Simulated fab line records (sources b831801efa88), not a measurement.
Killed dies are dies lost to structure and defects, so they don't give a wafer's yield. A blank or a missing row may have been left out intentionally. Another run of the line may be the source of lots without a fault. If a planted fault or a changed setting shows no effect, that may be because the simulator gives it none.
Which tool is to blame? / flow gf180mcu / Sampling: 11 lots, 33 wafers, 2 of 602 route steps

== WHAT THE GAUGES SHOWED, per wafer ==
GF_V4_RS_MEAS_24: a four-point-probe measurement.
lot=L323; measured=day 24 19:11; on=film metro-03; V4_W_RS (ohm/sq)=0.328 0.331 0.330
lot=L324; measured=day 25 09:23; on=film metro-03; V4_W_RS (ohm/sq)=0.317 0.321 0.321
lot=L326; measured=day 26 03:05; on=film metro-03; V4_W_RS (ohm/sq)=0.331 0.325 0.333
lot=L327; measured=day 26 12:03; on=film metro-01; V4_W_RS (ohm/sq)=0.325 0.326 0.317
lot=L328; measured=day 26 20:03; on=film metro-04; V4_W_RS (ohm/sq)=0.325 0.329 0.327
lot=L330; measured=day 27 03:53; on=film metro-03; V4_W_RS (ohm/sq)=0.322 0.324 0.328
lot=L331; measured=day 27 15:57; on=film metro-04; V4_W_RS (ohm/sq)=0.326 0.322 0.323
lot=L332; measured=day 27 21:58; on=film metro-04; V4_W_RS (ohm/sq)=0.328 0.322 0.330
lot=L335; measured=day 28 20:02; on=film metro-03; V4_W_RS (ohm/sq)=0.333 0.325 0.330
lot=L341; measured=day 30 08:32; on=film metro-01; V4_W_RS (ohm/sq)=0.330 0.327 0.323
lot=L342; measured=day 30 19:22; on=film metro-04; V4_W_RS (ohm/sq)=0.327 0.326 0.329

== WHICH TOOL RAN EACH LOT (tool, then ch and the chambers of the sampled wafers, then the start) ==
lot=L323; GF_V4_SPUTTER_21=pvd sputter-01, day 24 18:58
lot=L324; GF_V4_SPUTTER_21=pvd sputter-02, day 25 09:10
lot=L326; GF_V4_SPUTTER_21=pvd sputter-04, day 26 02:48
lot=L327; GF_V4_SPUTTER_21=pvd sputter-04, day 26 11:49
lot=L328; GF_V4_SPUTTER_21=pvd sputter-04, day 26 19:47
lot=L330; GF_V4_SPUTTER_21=pvd sputter-01, day 27 03:40
lot=L331; GF_V4_SPUTTER_21=pvd sputter-04, day 27 15:42
lot=L332; GF_V4_SPUTTER_21=pvd sputter-02, day 27 21:43
lot=L335; GF_V4_SPUTTER_21=pvd sputter-02, day 28 19:49
lot=L341; GF_V4_SPUTTER_21=pvd sputter-04, day 30 08:19
lot=L342; GF_V4_SPUTTER_21=pvd sputter-04, day 30 19:05
- GF_V4_SPUTTER_21: material Ti, target thk 15 nm, time 80.02 s.

== AS READ BY THE TOOLS THEMSELVES (means over the sampled wafers that have a number; for cases with no such wafer, the mark the record gives instead) ==
GF_V4_SPUTTER_21.
lot=L323; tool=pvd sputter-01; throttle valve pct (%)=31.1
lot=L324; tool=pvd sputter-02; throttle valve pct (%)=30.6
lot=L326; tool=pvd sputter-04; throttle valve pct (%)=30.3
lot=L327; tool=pvd sputter-04; throttle valve pct (%)=28.9
lot=L328; tool=pvd sputter-04; throttle valve pct (%)=30.5
lot=L330; tool=pvd sputter-01; throttle valve pct (%)=30.8
lot=L331; tool=pvd sputter-04; throttle valve pct (%)=29.8
lot=L332; tool=pvd sputter-02; throttle valve pct (%)=30.6
lot=L335; tool=pvd sputter-02; throttle valve pct (%)=31.0
lot=L341; tool=pvd sputter-04; throttle valve pct (%)=30.1
lot=L342; tool=pvd sputter-04; throttle valve pct (%)=29.2

== THE ANSWER, worked out from the rows above alone ==
Rule: the usual values come from the lots themselves. The widest of any qualifying gaps counts: lots, ordered by their means at a reading, are off when they make up no more than a third of the lots, leave a main group of 4 or more, and stand apart from it by 3 or more times the standard deviation of that group's means. A main group whose means are all the same, to the digits that the tables above print for the reading, isn't used. A lot without any number at a reading at which 4 lots or more have one is off too. Any other lot the step has rows for is counted as sound. Order of review: gauges by route order, followed by the tools' own readings, for which a lot's mean as printed above is used. At the first step where some lot is off, the reading lying furthest off is the one used; lots without a number count as furthest.
Across all readings shown, no lot is off: no conclusion can be drawn from this.

== WHAT THE SIMULATOR HAD PUT IN ==
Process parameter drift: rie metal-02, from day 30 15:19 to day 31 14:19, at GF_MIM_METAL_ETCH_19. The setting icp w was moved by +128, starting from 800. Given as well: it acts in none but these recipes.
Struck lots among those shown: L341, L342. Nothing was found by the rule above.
